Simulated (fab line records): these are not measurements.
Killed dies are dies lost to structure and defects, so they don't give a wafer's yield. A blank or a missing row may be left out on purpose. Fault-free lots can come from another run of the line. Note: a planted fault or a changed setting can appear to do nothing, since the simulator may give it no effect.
fab line records + flow sky130
record:
- lots: 11
- wafers: 33
- last_day: 50
route steps=708 shown CONTACT@407 METAL1@453 VIA1@461 PAD_OPEN@708
lots untouched by any fault: they come from a run of this same line in which no faults occurred
start_h: start of the lot's first displayed wafer, in hours after the record's first day + wait_h: hours elapsed since this lot's preceding step + " identical to the entry in the row above + L1.1+2: one row covering several wafers at once + - no value, or no start was given + * or withheld: withheld + < > ~ a bound
route shown NAME@n: names a module that has steps shown in the file, with the first one's number in the route + usual: average and standard deviation across the fault-free wafers + same: alike in all rows + chamber/n: place in a boat + sites: per-site readings + _std_site: how widely they spread, as a standard deviation + _edge_site: outer sites' mean less inner sites' + radius_mm: how far each site lies from the wafer's centre + mask NAME#n: copy n + behind: the most recent tool/chamber to have shaped the wafer + hold: reason for holding the lot/hours on hold/outcome of the hold + device: whichever transistor did not switch (one of n, p or np) + end of line: at the end of the route, the tests of the same wafers + for a step that has no rows: nothing shown but its recipe + killed: the dies lost at the first sort to structure and to defects; this is not the yield of the wafer + map: a wafer's dies, marking killed ones x, the rest . and places with no die _
set.NAME: the setting the step ran with; set.NAME@STEP: the setting that earlier step ran with + model.NAME: the simulator's own value behind a step, which no gauge read
the route's steps for a sample of lots (tables are steps, rows are wafers)
services: from which hour (start_h, from the record's first day; less than 0 if before it) a tool's chamber was out of use, for how many hours, and why
== steps ==
step: SKY_CONTACT_THK_MEAS_01
recipe:
- reads: Si3N4_of_CONTACT_CVD_00
usual:
- CONTACT_CVD_00_THK: 74.8/1
| lot.wafer | tool          | chamber | start_h | wait_h | CONTACT_CVD_00_THK[nm] |
|-----------|---------------|---------|---------|--------|------------------------|
| L694.2    | film_metro-04 | -       | 701.86  | -      | 73.4                   |
| L694.3    | "             | -       | "       | "      | 73.4                   |
| L694.5    | "             | -       | "       | "      | 74.9                   |
| L696.1    | film_metro-02 | -       | 724.73  | -      | 74.6                   |
| L696.2    | "             | -       | "       | "      | 74.1                   |
| L696.4    | "             | -       | "       | "      | 74.9                   |
| L699.1    | film_metro-02 | -       | 748.53  | -      | 74.4                   |
| L699.4    | "             | -       | "       | "      | 75.8                   |
| L699.6    | "             | -       | "       | "      | 74.1                   |
| L700.1    | film_metro-04 | -       | 759.18  | -      | 74.5                   |
| L700.4    | "             | -       | "       | "      | 75.4                   |
| L700.6    | "             | -       | "       | "      | 74.3                   |
| L705.3    | film_metro-02 | -       | 802.70  | -      | 74.7                   |
| L705.5    | "             | -       | "       | "      | 76.6                   |
| L705.6    | "             | -       | "       | "      | 75.4                   |
| L707.1    | film_metro-04 | -       | 812.92  | -      | 74.6                   |
| L707.2    | "             | -       | "       | "      | 75.1                   |
| L707.5    | "             | -       | "       | "      | 76.5                   |
| L710.1    | film_metro-04 | -       | 833.96  | -      | 73.8                   |
| L710.4    | "             | -       | "       | "      | 75.1                   |
| L710.6    | "             | -       | "       | "      | 75.8                   |
| L711.1    | film_metro-02 | -       | 848.32  | -      | 75.9                   |
| L711.2    | "             | -       | "       | "      | 75.7                   |
| L711.6    | "             | -       | "       | "      | 75.4                   |
| L715.1    | film_metro-02 | -       | 865.03  | -      | 75.8                   |
| L715.4    | "             | -       | "       | "      | 75.1                   |
| L715.6    | "             | -       | "       | "      | 76.2                   |
| L714.1    | film_metro-04 | -       | 875.48  | -      | 75.9                   |
| L714.3    | "             | -       | "       | "      | 76.0                   |
| L714.5    | "             | -       | "       | "      | 76.7                   |
| L717.2    | film_metro-04 | -       | 884.86  | -      | 72.1                   |
| L717.3    | "             | -       | "       | "      | 73.4                   |
| L717.4    | "             | -       | "       | "      | 73.0                   |
step: SKY_CONTACT_THK_MEAS_03
recipe:
- reads: SiO2_of_CONTACT_HDPCVD_02
usual:
- CONTACT_HDPCVD_THK: 562/5.3
| lot.wafer | tool          | chamber | start_h | wait_h | CONTACT_HDPCVD_THK[nm] |
|-----------|---------------|---------|---------|--------|------------------------|
| L694.2    | film_metro-03 | -       | 701.99  | 0.0    | 567                    |
| L694.3    | "             | -       | "       | "      | 561                    |
| L694.5    | "             | -       | "       | "      | 571                    |
| L696.1    | film_metro-03 | -       | 724.86  | 0.0    | 556                    |
| L696.2    | "             | -       | "       | "      | 562                    |
| L696.4    | "             | -       | "       | "      | 567                    |
| L699.1    | film_metro-04 | -       | 748.66  | 0.0    | 559                    |
| L699.4    | "             | -       | "       | "      | 566                    |
| L699.6    | "             | -       | "       | "      | 558                    |
| L700.1    | film_metro-03 | -       | 759.31  | 0.0    | 554                    |
| L700.4    | "             | -       | "       | "      | 559                    |
| L700.6    | "             | -       | "       | "      | 555                    |
| L705.3    | film_metro-03 | -       | 802.82  | 0.1    | 568                    |
| L705.5    | "             | -       | "       | "      | 554                    |
| L705.6    | "             | -       | "       | "      | 566                    |
| L707.1    | film_metro-03 | -       | 813.05  | 0.0    | 558                    |
| L707.2    | "             | -       | "       | "      | 563                    |
| L707.5    | "             | -       | "       | "      | 575                    |
| L710.1    | film_metro-02 | -       | 834.09  | 0.0    | 562                    |
| L710.4    | "             | -       | "       | "      | 558                    |
| L710.6    | "             | -       | "       | "      | 564                    |
| L711.1    | film_metro-04 | -       | 848.48  | 0.1    | 572                    |
| L711.2    | "             | -       | "       | "      | 560                    |
| L711.6    | "             | -       | "       | "      | 556                    |
| L715.1    | film_metro-04 | -       | 865.16  | 0.0    | 562                    |
| L715.4    | "             | -       | "       | "      | 563                    |
| L715.6    | "             | -       | "       | "      | 561                    |
| L714.1    | film_metro-02 | -       | 875.61  | 0.0    | 550                    |
| L714.3    | "             | -       | "       | "      | 558                    |
| L714.5    | "             | -       | "       | "      | 556                    |
| L717.2    | film_metro-02 | -       | 884.99  | 0.0    | 576                    |
| L717.3    | "             | -       | "       | "      | 561                    |
| L717.4    | "             | -       | "       | "      | 560                    |
step: SKY_METAL1_METAL_ETCH_19
recipe:
- target_depth_a: 3600
- stop_on: SiO2
- over_etch_frac: 0.3
- time_s: 78
- chemistry: Cl2/BCl3
- resist_sidewall_deg: 88
- pressure_mtorr: 10
- icp_w: 900
- bias_w: 48.5
- Cl2_flow_sccm: 60
- bcl3_flow_sccm: 30
usual:
- drypump_motor_current_A: 5.9/0.73
- he_backside_leak_sccm: 3.40/0.26
- oes_product_au: 0.855/0.0055
- rf_fwd_power_W: 893.4/2.8
- throttle_valve_pct: 22.263/0.0083
| lot.wafer | tool         | chamber | start_h | wait_h | drypump_motor_current_A | he_backside_leak_sccm | oes_product_au | rf_fwd_power_W | rf_hours_counter_h | throttle_valve_pct |
|-----------|--------------|---------|---------|--------|-------------------------|-----------------------|----------------|----------------|--------------------|--------------------|
| L694.2    | rie_metal-04 | 0       | 758.73  | 0.0    | 6.3                     | 3.50                  | 0.857          | 890.9          | 6                  | 22.269             |
| L694.3    | "            | 0       | "       | "      | 6.3                     | 3.62                  | 0.852          | 890.0          | -                  | 22.244             |
| L694.5    | "            | 0       | "       | "      | 6.3                     | 3.73                  | 0.859          | 890.9          | -                  | 22.266             |
| L696.1    | rie_metal-01 | 1       | 781.07  | 0.0    | 4.9                     | 3.96                  | 0.854          | 890.9          | 4                  | 22.264             |
| L696.2    | "            | 0       | "       | "      | 5.9                     | 3.31                  | 0.863          | 889.7          | 12                 | 22.264             |
| L696.4    | "            | 0       | "       | "      | 5.9                     | 3.98                  | 0.843          | 887.8          | -                  | 22.276             |
| L699.1    | rie_metal-03 | 0       | 803.67  | 0.1    | 6.8                     | 3.49                  | 0.856          | 895.1          | 6                  | 22.279             |
| L699.4    | "            | 0       | "       | "      | 6.8                     | 3.42                  | 0.857          | 890.8          | -                  | 22.268             |
| L699.6    | "            | 0       | "       | "      | 6.8                     | 3.25                  | 0.853          | 897.5          | -                  | 22.281             |
| L700.1    | rie_metal-03 | 0       | 815.02  | 0.1    | 6.8                     | 3.39                  | 0.847          | 892.2          | 6                  | 22.268             |
| L700.4    | "            | 0       | "       | "      | 6.8                     | 3.36                  | 0.856          | 893.1          | -                  | 22.266             |
| L700.6    | "            | 0       | "       | "      | 6.8                     | 3.21                  | 0.855          | 892.7          | -                  | 22.270             |
| L705.3    | rie_metal-03 | 0       | 858.68  | 0.1    | 6.8                     | 3.58                  | 0.862          | 890.0          | -                  | 22.262             |
| L705.5    | "            | 0       | "       | "      | 6.8                     | 3.47                  | 0.868          | 892.3          | -                  | 22.251             |
| L705.6    | "            | 0       | "       | "      | 6.8                     | 3.49                  | 0.857          | 895.1          | -                  | 22.256             |
| L707.1    | rie_metal-03 | 0       | 867.57  | 0.1    | 6.8                     | 3.34                  | 0.852          | 895.6          | 9                  | 22.264             |
| L707.2    | "            | 0       | "       | "      | 6.8                     | 3.33                  | 0.860          | 894.7          | -                  | 22.281             |
| L707.5    | "            | 0       | "       | "      | 6.8                     | 3.35                  | 0.858          | 890.1          | -                  | 22.262             |
| L710.1    | rie_metal-01 | 1       | 888.96  | 0.0    | 4.9                     | 3.53                  | 0.851          | 892.4          | 9                  | 22.272             |
| L710.4    | "            | 0       | "       | "      | 5.9                     | 3.30                  | 0.846          | 890.9          | -                  | 22.270             |
| L710.6    | "            | 1       | "       | "      | 4.9                     | 3.41                  | 0.858          | 888.0          | -                  | 22.268             |
| L711.1    | rie_metal-01 | 0       | 902.56  | 0.0    | 5.9                     | 3.32                  | 0.862          | 894.6          | 1                  | 22.262             |
| L711.2    | "            | 1       | "       | "      | 4.9                     | 3.59                  | 0.860          | 892.1          | 10                 | 22.256             |
| L711.6    | "            | 0       | "       | "      | 5.9                     | 3.21                  | 0.853          | 895.8          | -                  | 22.258             |
| L715.1    | rie_metal-01 | 0       | 918.48  | 0.0    | 5.9                     | 3.24                  | 0.848          | 896.3          | 1                  | 22.268             |
| L715.4    | "            | 0       | "       | "      | 5.9                     | 3.22                  | 0.848          | 897.6          | -                  | 22.258             |
| L715.6    | "            | 0       | "       | "      | 5.9                     | 3.21                  | 0.847          | 893.8          | -                  | 22.266             |
| L714.1    | rie_metal-04 | 1       | 927.92  | 0.0    | 5.3                     | 3.32                  | 0.851          | 892.0          | 3                  | 22.265             |
| L714.3    | "            | 0       | "       | "      | 6.3                     | 3.51                  | 0.852          | 891.0          | -                  | 22.260             |
| L714.5    | "            | 0       | "       | "      | 6.3                     | 3.49                  | 0.848          | 891.2          | -                  | 22.265             |
| L717.2    | rie_metal-03 | 1       | 938.12  | 0.0    | 5.4                     | 3.20                  | 0.861          | 891.6          | 5                  | 22.264             |
| L717.3    | "            | 0       | "       | "      | 6.8                     | 3.45                  | 0.851          | 898.3          | -                  | 22.267             |
| L717.4    | "            | 1       | "       | "      | 5.4                     | 3.28                  | 0.867          | 892.6          | -                  | 22.253             |
step: SKY_METAL1_STRIP_20
recipe:
- chemistry: O2/N2
- power_w: 1400
- pressure_mtorr: 1500
- platen_temp_c: withheld
- o2_flow_sccm: 3000
- n2_flow_sccm: 300
- overash_fraction: 0.5
usual:
- drypump_motor_current_A: 5.6/0.39
- n2_flow_sccm: 300.1/0.89
- o2_flow_sccm: 3000/9.7
- oes_product_au: 0.343/0.0051
- strip_time_to_endpoint_s: 2.70/0.052
| lot.wafer | tool            | chamber | start_h | wait_h | drypump_motor_current_A | n2_flow_sccm | o2_flow_sccm | oes_product_au | rf_hours_counter_h | strip_time_to_endpoint_s |
|-----------|-----------------|---------|---------|--------|-------------------------|--------------|--------------|----------------|--------------------|--------------------------|
| L694.2    | plasma_asher-02 | 1       | 758.82  | 0.1    | 5.4                     | 298.9        | 2992         | 0.348          | 60                 | 2.82                     |
| L694.3    | "               | 1       | "       | "      | 5.3                     | 298.8        | 3002         | 0.346          | -                  | 2.80                     |
| L694.5    | "               | 1       | "       | "      | 5.3                     | 301.0        | 3009         | 0.346          | -                  | 2.82                     |
| L696.1    | plasma_asher-01 | 1       | 781.16  | 0.1    | 6.3                     | 300.0        | 3000         | 0.347          | 36                 | 2.63                     |
| L696.2    | "               | 0       | "       | "      | 5.3                     | 300.5        | 3016         | 0.339          | 36                 | 2.73                     |
| L696.4    | "               | 1       | "       | "      | 6.3                     | 300.1        | 3004         | 0.350          | -                  | 2.74                     |
| L699.1    | plasma_asher-01 | 0       | 803.85  | 0.1    | 5.3                     | 300.5        | 2998         | 0.343          | 39                 | 2.74                     |
| L699.4    | "               | 0       | "       | "      | 5.3                     | 300.2        | 3000         | 0.337          | -                  | 2.69                     |
| L699.6    | "               | 0       | "       | "      | 5.3                     | 299.7        | 2988         | 0.342          | -                  | 2.67                     |
| L700.1    | plasma_asher-04 | 0       | 815.20  | 0.1    | 5.8                     | 299.3        | 2991         | 0.338          | 7                  | 2.69                     |
| L700.4    | "               | 0       | "       | "      | 5.7                     | 300.2        | 2979         | 0.339          | -                  | 2.73                     |
| L700.6    | "               | 1       | "       | "      | 5.1                     | 299.9        | 3007         | 0.335          | -                  | 2.71                     |
| L705.3    | plasma_asher-02 | 1       | 858.83  | 0.1    | 5.4                     | 301.7        | 3013         | 0.305          | -                  | 1.74                     |
| L705.5    | "               | 0       | "       | "      | 5.9                     | 300.3        | 2995         | 0.308          | -                  | 1.77                     |
| L705.6    | "               | 1       | "       | "      | 5.4                     | 300.7        | 2986         | 0.303          | -                  | 1.74                     |
| L707.1    | plasma_asher-04 | 0       | 867.75  | 0.1    | 5.8                     | 299.9        | 3018         | 0.304          | 13                 | 1.74                     |
| L707.2    | "               | 1       | "       | "      | 5.1                     | 299.5        | 3001         | 0.298          | 13                 | 1.73                     |
| L707.5    | "               | 0       | "       | "      | 5.8                     | 298.9        | 3009         | 0.292          | -                  | 1.71                     |
| L710.1    | plasma_asher-04 | 1       | 889.05  | 0.1    | 5.1                     | 300.9        | 3003         | 0.344          | 16                 | 2.63                     |
| L710.4    | "               | 1       | "       | "      | 5.1                     | 302.2        | 3011         | 0.345          | -                  | 2.68                     |
| L710.6    | "               | 0       | "       | "      | 5.7                     | 300.8        | 3009         | 0.342          | -                  | 2.61                     |
| L711.1    | plasma_asher-04 | 0       | 902.65  | 0.1    | 5.8                     | 300.5        | 2995         | 0.343          | 17                 | 2.74                     |
| L711.2    | "               | 1       | "       | "      | 5.1                     | 299.9        | 3002         | 0.339          | 17                 | 2.70                     |
| L711.6    | "               | 1       | "       | "      | 5.1                     | 299.8        | 2990         | 0.343          | -                  | 2.73                     |
| L715.1    | plasma_asher-01 | 1       | 918.57  | 0.1    | 6.3                     | 301.4        | 2993         | 0.339          | 48                 | 2.71                     |
| L715.4    | "               | 0       | "       | "      | 5.3                     | 298.4        | 3006         | 0.349          | -                  | 2.67                     |
| L715.6    | "               | 0       | "       | "      | 5.3                     | 298.9        | 3011         | 0.343          | -                  | 2.70                     |
| L714.1    | plasma_asher-04 | 0       | 928.01  | 0.1    | 5.8                     | 299.5        | 2989         | 0.334          | 19                 | 2.68                     |
| L714.3    | "               | 0       | "       | "      | 5.8                     | 299.3        | 2992         | 0.348          | -                  | 2.80                     |
| L714.5    | "               | 0       | "       | "      | 5.8                     | 299.8        | 2996         | 0.354          | -                  | 2.76                     |
| L717.2    | plasma_asher-04 | 1       | 938.21  | 0.1    | 5.1                     | 300.3        | 3018         | 0.354          | 20                 | 2.74                     |
| L717.3    | "               | 0       | "       | "      | 5.8                     | 299.8        | 3009         | 0.340          | -                  | 2.71                     |
| L717.4    | "               | 1       | "       | "      | 5.1                     | 300.8        | 3025         | 0.349          | -                  | 2.72                     |
step: SKY_VIA1_BOW_MEAS_03
recipe:
- mode: bow
usual:
- VIA1_BOW: 79/7
| lot.wafer | tool          | chamber | start_h | wait_h | VIA1_BOW[um] |
|-----------|---------------|---------|---------|--------|--------------|
| L694.2    | film_metro-03 | -       | 759.99  | 0.3    | 75           |
| L694.3    | "             | -       | "       | "      | 86           |
| L694.5    | "             | -       | "       | "      | 74           |
| L696.1    | film_metro-01 | -       | 782.33  | 0.2    | 75           |
| L696.2    | "             | -       | "       | "      | 61           |
| L696.4    | "             | -       | "       | "      | 77           |
| L699.1    | film_metro-03 | -       | 804.93  | 0.1    | 86           |
| L699.4    | "             | -       | "       | "      | 84           |
| L699.6    | "             | -       | "       | "      | 78           |
| L700.1    | film_metro-02 | -       | 816.30  | 0.1    | 74           |
| L700.4    | "             | -       | "       | "      | 85           |
| L700.6    | "             | -       | "       | "      | 81           |
| L705.3    | film_metro-03 | -       | 859.91  | 0.2    | 95           |
| L705.5    | "             | -       | "       | "      | 79           |
| L705.6    | "             | -       | "       | "      | 69           |
| L707.1    | film_metro-03 | -       | 868.82  | 0.1    | 80           |
| L707.2    | "             | -       | "       | "      | 75           |
| L707.5    | "             | -       | "       | "      | 79           |
| L710.1    | film_metro-01 | -       | 890.34  | 0.2    | 84           |
| L710.4    | "             | -       | "       | "      | 75           |
| L710.6    | "             | -       | "       | "      | 84           |
| L711.1    | film_metro-02 | -       | 903.72  | 0.2    | 92           |
| L711.2    | "             | -       | "       | "      | 96           |
| L711.6    | "             | -       | "       | "      | 83           |
| L715.1    | film_metro-02 | -       | 919.67  | 0.1    | 79           |
| L715.4    | "             | -       | "       | "      | 77           |
| L715.6    | "             | -       | "       | "      | 74           |
| L714.1    | film_metro-01 | -       | 929.12  | 0.1    | 84           |
| L714.3    | "             | -       | "       | "      | 93           |
| L714.5    | "             | -       | "       | "      | 72           |
| L717.2    | film_metro-03 | -       | 939.32  | 0.1    | 75           |
| L717.3    | "             | -       | "       | "      | 72           |
| L717.4    | "             | -       | "       | "      | 71           |
step: SKY_PAD_OPEN_PROBE_99
usual:
- defect_limited_yield: 82.1/1.9
- killed_at_M0_to_M3: 44/7.3
- killed_at_M4_up: 3.5/1.8
- killed_at_contacts: 24/5.8
- killed_at_front_end: 16/4.3
- killed_at_other: 0.5/0.68
- killed_dies: 88/9.4
- killed_open: 48/6.8
- killed_short: 40/6.1
- sort_bin_3_pad_short: 0.9/0.39
- sort_bin_5_function: 10.5/1.4
- sort_bin_6_memory: 6.4/1.1
- sort_n_pass: 404/9.4
- sort_yield_pct: 82.1/1.9
same:
- gross_dies: 492
- killed_at_back_side: 0
- sort_bin_4_leakage[%]: 0
- sort_bin_8_speed[%]: 0
| lot.wafer | tool      | chamber | start_h | wait_h | defect_limited_yield[%] | killed_at_M0_to_M3 | killed_at_M4_up | killed_at_contacts | killed_at_front_end | killed_at_other | killed_dies | killed_open | killed_short | sort_bin_3_pad_short[%] | sort_bin_5_function[%] | sort_bin_6_memory[%] | sort_n_pass | sort_yield_pct[%] |
|-----------|-----------|---------|---------|--------|-------------------------|--------------------|-----------------|--------------------|---------------------|-----------------|-------------|-------------|--------------|-------------------------|------------------------|----------------------|-------------|-------------------|
| L705.3    | prober-01 | -       | 1146.56 | 0.2    | 81.3                    | 50                 | 8               | 16                 | 18                  | 0               | 92          | 56          | 35           | 1.2                     | 12.0                   | 5.5                  | 400         | 81.3              |
| L705.5    | prober-01 | -       | 1146.66 | 0.2    | 83.3                    | 48                 | 2               | 16                 | 15                  | 1               | 82          | 45          | 35           | 1.2                     | 9.6                    | 5.9                  | 410         | 83.3              |
| L705.6    | prober-01 | -       | 1146.71 | 0.2    | 80.5                    | 57                 | 2               | 18                 | 17                  | 2               | 96          | 50          | 44           | 0.6                     | 11.2                   | 7.7                  | 396         | 80.5              |
| L707.1    | prober-02 | -       | 1153.74 | 0.1    | 82.3                    | 43                 | 4               | 21                 | 19                  | 0               | 87          | 44          | 42           | 2.2                     | 9.3                    | 6.1                  | 405         | 82.3              |
| L707.2    | prober-02 | -       | 1153.79 | 0.1    | 83.3                    | 30                 | 8               | 27                 | 17                  | 0               | 82          | 44          | 38           | 1.0                     | 10.8                   | 4.9                  | 410         | 83.3              |
| L707.5    | prober-02 | -       | 1153.94 | 0.2    | 80.9                    | 42                 | 5               | 38                 | 8                   | 1               | 94          | 47          | 45           | 1.0                     | 11.8                   | 6.3                  | 398         | 80.9              |
| L710.1    | prober-02 | -       | 1170.25 | 0.1    | 80.1                    | 52                 | 4               | 20                 | 19                  | 3               | 98          | 51          | 44           | 1.0                     | 10.6                   | 8.3                  | 394         | 80.1              |
| L710.4    | prober-02 | -       | 1170.40 | 0.2    | 83.1                    | 38                 | 4               | 24                 | 17                  | 0               | 83          | 43          | 40           | 1.0                     | 10.0                   | 5.9                  | 409         | 83.1              |
| L710.6    | prober-02 | -       | 1170.50 | 0.2    | 84.3                    | 46                 | 2               | 20                 | 9                   | 0               | 77          | 44          | 33           | 0.6                     | 8.1                    | 6.9                  | 415         | 84.3              |
| L711.1    | prober-02 | -       | 1181.23 | 0.1    | 81.7                    | 51                 | 2               | 18                 | 18                  | 1               | 90          | 47          | 41           | 0.8                     | 12.8                   | 4.7                  | 402         | 81.7              |
| L711.2    | prober-02 | -       | 1181.28 | 0.1    | 81.1                    | 50                 | 0               | 25                 | 18                  | 0               | 93          | 41          | 49           | 1.6                     | 10.6                   | 6.7                  | 399         | 81.1              |
| L711.6    | prober-02 | -       | 1181.48 | 0.2    | 81.5                    | 54                 | 2               | 25                 | 10                  | 0               | 91          | 50          | 40           | 1.2                     | 10.8                   | 6.5                  | 401         | 81.5              |
| L715.1    | prober-02 | -       | 1187.72 | 0.1    | 79.5                    | 57                 | 5               | 26                 | 13                  | 0               | 101         | 65          | 36           | 0.2                     | 11.8                   | 8.5                  | 391         | 79.5              |
| L715.4    | prober-02 | -       | 1187.87 | 0.2    | 80.3                    | 47                 | 4               | 24                 | 22                  | 0               | 97          | 56          | 41           | 0.8                     | 12.6                   | 6.3                  | 395         | 80.3              |
| L715.6    | prober-02 | -       | 1187.97 | 0.2    | 85.0                    | 37                 | 3               | 20                 | 14                  | 0               | 74          | 47          | 27           | 1.0                     | 7.7                    | 6.3                  | 418         | 85.0              |
killed by level:class
L705.3 VIA2:geometric_particle:open=10 VIA1:geometric_particle:open=9 CONTACT:geometric_particle:open=8 VIA3:geometric_particle:open=7 VIA1:geometric_particle:short=6 FIELD_ISO:geometric_particle:open=5 POLY_GATE:geometric_particle:short=4 METAL4:geometric_particle:short=4
L705.5 METAL1:geometric_particle:short=14 VIA3:geometric_particle:open=8 VIA2:geometric_particle:open=7 CONTACT:geometric_particle:open=6 FIELD_ISO:geometric_particle:open=5 VIA1:geometric_particle:short=5 CONTACT:geometric_particle:short=4 METAL1:geometric_particle:open=4
L705.6 VIA1:geometric_particle:open=15 METAL1:geometric_particle:short=8 CONTACT:geometric_particle:open=7 VIA2:geometric_particle:open=7 VIA1:geometric_particle:short=6 LI_CONTACT:geometric_particle:open=6 METAL2:geometric_particle:short=6 VIA3:geometric_particle:short=6
L707.1 CONTACT:geometric_particle:open=11 VIA1:geometric_particle:open=11 METAL2:geometric_particle:short=7 FIELD_ISO:geometric_particle:short=5 METAL1:geometric_particle:short=5 VIA3:geometric_particle:open=5 POLY_GATE:geometric_particle:open=4 METAL4:geometric_particle:short=4
L707.2 LI_CONTACT:geometric_particle:open=9 LOCAL_INTERCONNECT:geometric_particle:short=8 VIA3:geometric_particle:open=8 CONTACT:geometric_particle:open=7 METAL4:geometric_particle:short=7 VIA1:geometric_particle:open=7 POLY_GATE:geometric_particle:short=5 FIELD_ISO:geometric_particle:open=4
L707.5 CONTACT:geometric_particle:open=15 VIA1:geometric_particle:open=10 LI_CONTACT:geometric_particle:open=7 LOCAL_INTERCONNECT:geometric_particle:short=7 METAL1:geometric_particle:short=6 VIA1:geometric_particle:short=5 FIELD_ISO:geometric_particle:short=4 VIA3:geometric_particle:short=4
L710.1 VIA2:geometric_particle:open=12 CONTACT:geometric_particle:open=10 METAL1:geometric_particle:short=7 VIA1:geometric_particle:open=7 POLY_GATE:geometric_particle:open=6 VIA1:geometric_particle:short=6 METAL2:geometric_particle:short=6 FIELD_ISO:geometric_particle:short=5
L710.4 CONTACT:geometric_particle:open=9 VIA2:geometric_particle:open=8 VIA1:geometric_particle:open=7 FIELD_ISO:geometric_particle:short=5 VIA3:geometric_particle:short=5 LOCAL_INTERCONNECT:geometric_particle:short=5 CONTACT:geometric_particle:short=5 METAL1:geometric_particle:short=5
L710.6 VIA1:geometric_particle:open=10 CONTACT:geometric_particle:open=8 VIA2:geometric_particle:open=7 FIELD_ISO:geometric_particle:open=5 METAL2:geometric_particle:short=5 VIA3:geometric_particle:short=5 VIA3:geometric_particle:open=5 METAL1:geometric_particle:short=4
L711.1 VIA1:geometric_particle:open=15 METAL1:geometric_particle:short=7 FIELD_ISO:geometric_particle:short=6 CONTACT:geometric_particle:open=6 VIA2:geometric_particle:open=6 VIA3:geometric_particle:open=6 CONTACT:geometric_particle:short=5 VIA1:geometric_particle:short=5
L711.2 VIA2:geometric_particle:open=8 POLY_GATE:geometric_particle:short=7 LI_CONTACT:geometric_particle:short=7 LI_CONTACT:geometric_particle:open=7 VIA1:geometric_particle:open=7 VIA1:geometric_particle:short=7 METAL2:geometric_particle:short=6 VIA3:geometric_particle:open=6
L711.6 VIA1:geometric_particle:open=12 VIA2:geometric_particle:open=11 CONTACT:geometric_particle:open=9 LI_CONTACT:geometric_particle:open=7 METAL2:geometric_particle:short=7 VIA3:geometric_particle:open=6 METAL1:geometric_particle:short=5 METAL3:geometric_particle:short=5
L715.1 CONTACT:geometric_particle:open=11 VIA1:geometric_particle:open=11 VIA1:geometric_particle:short=10 VIA3:geometric_particle:open=10 LI_CONTACT:geometric_particle:open=8 VIA2:geometric_particle:open=8 POLY_GATE:geometric_particle:open=6 VIA2:geometric_particle:short=6
L715.4 VIA1:geometric_particle:open=10 FIELD_ISO:geometric_particle:open=8 CONTACT:geometric_particle:open=8 VIA2:geometric_particle:open=8 LI_CONTACT:geometric_particle:open=6 METAL2:geometric_particle:short=6 VIA3:geometric_particle:open=6 POLY_GATE:geometric_particle:short=4
L715.6 CONTACT:geometric_particle:open=10 VIA1:geometric_particle:open=10 LI_CONTACT:geometric_particle:open=6 FIELD_ISO:geometric_particle:short=5 METAL3:geometric_particle:short=4 METAL1:geometric_particle:short=4 VIA1:geometric_particle:short=4 VIA2:geometric_particle:open=4
== services ==
| tool            | chamber | start_h | hours | kind           |
|-----------------|---------|---------|-------|----------------|
| rie_metal-03    | 1       | 740.73  | 168.5 | repair         |
| plasma_asher-04 | 0       | 742.75  | -     | clean          |
| plasma_asher-04 | 1       | 742.75  | -     | clean          |
| rie_metal-03    | 0       | 812.66  | 2.0   | repair         |
| plasma_asher-01 | -       | 819.44  | 15.6  | pm             |
| rie_metal-04    | 1       | 834.13  | -     | clean          |
| rie_metal-04    | 1       | 834.13  | 17.5  | scheduled_down |
| rie_metal-04    | 1       | 834.13  | 17.5  | vent_cycle     |
| plasma_asher-01 | -       | 835.78  | 1.2   | repair         |
| rie_metal-03    | 0       | 843.56  | 13.8  | repair         |
| plasma_asher-01 | -       | 863.68  | 1.1   | repair         |
| rie_metal-01    | 0       | 868.61  | -     | clean          |
| rie_metal-01    | 0       | 868.61  | 18.3  | scheduled_down |
| rie_metal-01    | 0       | 868.61  | 18.3  | vent_cycle     |
| rie_metal-04    | -       | 904.66  | 0.3   | repair         |
| rie_metal-01    | -       | 910.34  | 0.9   | repair         |
| plasma_asher-02 | -       | 917.20  | 0.4   | repair         |
| rie_metal-01    | 1       | 936.75  | 1.5   | repair         |
== key ==
first_sign:
- step: SKY_METAL1_STRIP_20
- reading: strip_time_to_endpoint_s
- direction: down
- sigmas: 19
- usual: *
- struck: *
effect:
- step: SKY_METAL1_STRIP_20
- reading: oes_product_au
- direction: down
- sigmas: 8.2
- usual: 0.343
- struck: 0.302
met_at SKY_METAL1_METAL_ETCH_19
struck_lots L705,L707
struck_wafers L705.3,L705.5,L705.6,L707.1,L707.2,L707.5
not_acting_at SKY_CONTACT_THK_MEAS_01,SKY_CONTACT_THK_MEAS_03,SKY_VIA1_BOW_MEAS_03
onset_between 815.02 858.68
fault:
- kind: process_parameter_drift
- tool: rie_metal-03
- chamber: 0
- onset_h: 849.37
- steps: SKY_METAL1_METAL_ETCH_19
- channel: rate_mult
- offset: 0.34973
- shape: step
- end_h: 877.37
